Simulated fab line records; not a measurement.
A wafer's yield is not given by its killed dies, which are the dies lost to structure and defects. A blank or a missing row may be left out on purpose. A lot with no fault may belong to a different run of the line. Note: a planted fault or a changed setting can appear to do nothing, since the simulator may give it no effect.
Problem report, 8D (eight disciplines) form, completed by code / flow gf180mcu / the parts of the form that need people (team, actions taken, sign-off) are left out

## 1. THE ISSUE
M2_ALCU_RS at GF_M2_RS_MEAS_05 reads a mean of 0.0802 ohm/sq on 6 wafers of 2 lots; wafers without a fault read 0.0694 ohm/sq with a standard deviation of 0.00093. Measured from the usual mean, that is +12 standard deviations.
The step: measures by four-point-probe.
Earliest sighting: wafer L104.1 on film_metro-02 at day 21 10:13. The record holds 31 wafers of 11 lots with a number at this step. The rule behind "out" and "out of limits": a value lying over 4 standard deviations away from the usual mean. The rest of the wafers with a number are treated as sound.

## 2. WHAT IT IS AND WHAT IT IS NOT
question=which readings at this step | is=M2_ALCU_RS | is not=-
question=which lots | is=L104, L106 | is not=L100, L108, L110, L114, L117, L996, L997, L998, L999
question=which wafers of those lots | is=all that have a number | is not=-
question=read on which gauges | is=film_metro-02 | is not=film_metro-01, film_metro-03
question=when | is=from day 21 10:13 | is not=up to then (14 sound wafers); but 11 sound wafers of L108, L110, L114, L117 came after

## 3. THE SUSPECTS, EACH WITH WHAT RULES IT OUT
Counting: a tool stays on the suspect list if, at a process step up to the reading, it processed all lots that are out and no sound lot following the first of them.
- the gauge at GF_M2_RS_MEAS_05: kept. All the wafers that are out were read on film_metro-02, and no step on other tools shows them out.
- pvd_sputter-03 at GF_M1_SPUTTER_04 (material TiN, target thk 50 nm, time 41.7 s): ruled out as a lasting fault. The sound lots L108, L110 went through it after L104, its earliest lot that is out (day 19 05:21).
- pvd_sputter-01 at GF_M2_SPUTTER_02 (material AlCu, target thk 450 nm, time 23.9 s): kept. It ran every lot that is out, first L104 (day 21 10:08), and no sound lot after that; its last sound lot up to then is L998 (day 18 15:12).
What counting leaves: pvd_sputter-01 at GF_M2_SPUTTER_02 and film_metro-02 at GF_M2_RS_MEAS_05.

## 4. THE CAUSE (what the simulator had put in)
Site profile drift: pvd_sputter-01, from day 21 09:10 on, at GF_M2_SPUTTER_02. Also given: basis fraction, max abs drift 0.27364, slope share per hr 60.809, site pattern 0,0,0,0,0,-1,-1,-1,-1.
This tool is one of the 2 suspects left after counting.

## 5. SEQUENCE OF EFFECTS, ordered by route
Each row: a reading whose mean over the struck wafers that have a number lies more than 3 standard deviations from the usual. Only readings for which the record gives a usual standard deviation are gone through. hours: the time from each lot's start at the first step in this table that gives one to its start at this step, as a median over the lots. sigmas: the change in usual standard deviations.
hours=0; step=GF_M2_RS_MEAS_05; reading=M2_ALCU_RS; usual=0.0694 ohm/sq; on struck wafers=0.0802; change=+0.0108; sigmas=+12
hours=3; step=GF_M2_THK_MEAS_06; reading=M2_ALCU_THK; usual=452 nm; on struck wafers=401; change=-51; sigmas=-7.9
Later steps that measure or inspect, where all struck wafers having a row at the step show a number for every such reading and not one has moved that far: GF_V2_BOW_MEAS_05.

## 6. HOW IT WOULD HAVE BEEN CAUGHT EARLIER
In this record the first reading out of limits at a measuring or inspecting step was taken at day 21 10:13, 1 hour after the fault began at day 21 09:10.
An alarm limit of 4 standard deviations would not have fired on the tool readings at GF_M2_SPUTTER_02 for which the record gives a usual standard deviation, since none of them was out on any struck wafer.
L106, from the lots that are out (2), started GF_M2_SPUTTER_02 on pvd_sputter-01 later than day 21 10:13. Holding the tool at that time would have saved it.
